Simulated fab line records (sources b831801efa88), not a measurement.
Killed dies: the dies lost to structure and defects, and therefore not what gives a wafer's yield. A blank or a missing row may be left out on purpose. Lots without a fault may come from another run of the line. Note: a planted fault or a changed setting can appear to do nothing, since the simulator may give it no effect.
The tool behind it: which one?    flow sky130    72 wafers from 24 lots sampled at 3 of the route's 708 steps

WHAT EACH GAUGE READ, for each wafer
SKY_VIA1_THK_MEAS_01.
lot   measured      on             VIA1_HDPCVD_THK (nm)
L074  day 32 11:14  film-metro-01  1048 1037 1028
L075  day 32 21:29  film-metro-02  1054 1051 1043
L076  day 34 04:50  film-metro-04  1029 1025 1022
L078  day 34 06:31  film-metro-04  1022 1035 1035
L077  day 34 07:53  film-metro-01  1029 1034 1041
L079  day 34 09:07  film-metro-04  1036 1025 1028
L080  day 34 16:56  film-metro-04  1036 1042 1030
L081  day 35 12:38  film-metro-01  1045 1042 1040
L082  day 35 14:03  film-metro-02  1042 1050 1053
L083  day 35 17:20  film-metro-04  1025 1033 1036
L084  day 35 22:11  film-metro-02  1022 1012 1016
L085  day 36 08:42  film-metro-04  1022 1029 1028
L086  day 36 10:23  film-metro-01  1034 1041 1030
L087  day 37 01:20  film-metro-02  1022 1025 1025
L088  day 37 09:52  film-metro-04  1044 1033 1034
L089  day 37 16:47  film-metro-01  1026 1030 1024
L090  day 37 23:44  film-metro-01  1038 1045 1042
L091  day 38 08:22  film-metro-01  1036 1034 1039
L092  day 38 09:41  film-metro-01  1015 1018 1019
L093  day 39 03:28  film-metro-04  1040 1038 1033
L094  day 39 05:44  film-metro-02  1023 1021 1030
L095  day 39 12:29  film-metro-01  1043 1037 1032
L097  day 40 22:29  film-metro-01  1040 1040 1033
L096  day 41 00:50  film-metro-04  1026 1016 1032

SKY_METAL2_RS_MEAS_05: measures by four-point-probe.
lot   measured      on             METAL2_ALCU_RS (ohm/sq)
L074  day 33 15:57  film-metro-01  0.1265 0.1260 0.1257
L075  day 34 01:05  film-metro-03  0.1284 0.1281 0.1291
L076  day 35 09:12  film-metro-03  0.1274 0.1271 0.1262
L078  day 35 10:41  film-metro-03  0.1255 0.1255 0.1244
L077  day 35 12:33  film-metro-03  0.1271 0.1267 0.1288
L079  day 35 13:30  film-metro-01  0.1281 0.1280 0.1286
L080  day 35 21:26  film-metro-01  0.1266 0.1289 0.1282
L081  day 36 17:30  film-metro-04  0.1262 0.1269 0.1271
L082  day 36 18:18  film-metro-03  0.1270 0.1254 0.1261
L083  day 36 21:26  film-metro-04  0.1279 0.1282 0.1276
L084  day 37 02:05  film-metro-01  0.1285 0.1272 0.1285
L085  day 37 13:01  film-metro-03  0.1264 0.1268 0.1275
L086  day 37 15:19  film-metro-03  0.1277 0.1279 0.1269
L087  day 38 05:20  film-metro-03  0.1284 0.1283 0.1286
L088  day 38 13:26  film-metro-03  0.1238 0.1241 0.1243
L089  day 38 20:25  film-metro-04  0.1260 0.1260 0.1253
L090  day 39 03:11  film-metro-03  0.1263 0.1270 0.1276
L091  day 39 11:47  film-metro-04  0.1278 0.1281 0.1274
L092  day 39 12:59  film-metro-01  0.1266 0.1281 0.1262
L093  day 40 05:52  film-metro-04  0.1253 0.1257 0.1246
L094  day 40 08:47  film-metro-03  0.1278 0.1273 0.1276
L095  day 40 14:47  film-metro-03  0.1262 0.1269 0.1265
L097  day 42 00:05  film-metro-03  0.1274 0.1275 0.1253
L096  day 42 02:38  film-metro-03  0.1254 0.1258 0.1264

SKY_VIA3_RS_MEAS_22: measures by four-point-probe.
lot   measured      on             VIA3_W_RS (ohm/sq)
L074  day 39 08:50  film-metro-02  0.2972 0.2975 0.2967
L075  day 39 18:51  film-metro-04  0.2932 0.2881 0.2966
L076  day 40 22:51  film-metro-02  0.3000 0.2968 0.2968
L078  day 41 00:44  film-metro-01  0.2967 0.2990 0.3006
L077  day 41 01:04  film-metro-04  0.2957 0.2974 0.2946
L079  day 41 03:26  film-metro-04  0.2933 0.2883 0.2945
L080  day 41 10:05  film-metro-02  0.2972 0.2949 0.3005
L081  day 42 04:29  film-metro-01  0.2999 0.2980 0.2982
L082  day 42 04:58  film-metro-02  0.2991 0.2929 0.2993
L083  day 42 08:15  film-metro-04  0.2920 0.2977 0.2973
L084  day 42 13:04  film-metro-02  0.2972 0.2963 0.2912
L085  day 42 21:56  film-metro-02  0.2928 0.2951 0.2923
L086  day 42 23:53  film-metro-04  0.2916 0.2943 0.2946
L087  day 43 13:17  film-metro-02  0.2950 0.2909 0.2934
L088  day 43 19:01  film-metro-04  0.2916 0.2901 0.2952
L089  day 44 01:22  film-metro-02  0.2982 0.2965 0.2993
L090  day 44 09:11  film-metro-02  0.2977 0.2939 0.2984
L091  day 44 15:27  film-metro-01  0.2950 0.2969 0.2940
L092  day 44 16:12  film-metro-02  0.2940 0.2951 0.2979
L093  day 45 09:25  film-metro-04  0.2971 0.2949 0.2955
L094  day 45 10:45  film-metro-01  0.2962 0.2941 0.2992
L095  day 45 14:59  film-metro-04  0.2959 0.2989 0.2954
L097  day 46 18:50  film-metro-01  0.3035 0.2950 0.2977
L096  day 46 22:37  film-metro-01  0.2914 0.2953 0.2949

WHAT TOOL EACH LOT RAN ON (gives the tool, then ch and the chambers of the sampled wafers, and finally the start)
No process step before these readings appears in the record.

WHAT THE TOOLS THEMSELVES READ (means of the sampled wafers that have a number; where no wafer has one, the mark that the record gives instead)
The record holds no such reading with a usual standard deviation.

THE ANSWER, worked out from the rows above alone
Rule: the usual values come from the lots themselves. Put in order of their means at a reading, lots are off if they are a third of the lots or fewer, leave a main group of 4 or more, and stand apart from it by a gap of 3 or more times the standard deviation of the main group's means; of several such gaps the widest counts. A main group is skipped when, at the precision printed for the reading in the tables above, its means are all equal. Also off: a lot with no number at a reading for which 4 or more lots have one. All remaining lots with rows at the step are treated as sound. Order of review: gauges by route order, followed by the tools' own readings, for which a lot's mean as printed above is used. At the first step where some lot is off, the reading lying furthest off is the one used; lots without a number count as furthest.
No lot is off at any reading shown: from this, nothing can be told.

WHAT THE SIMULATOR HAD PUT IN
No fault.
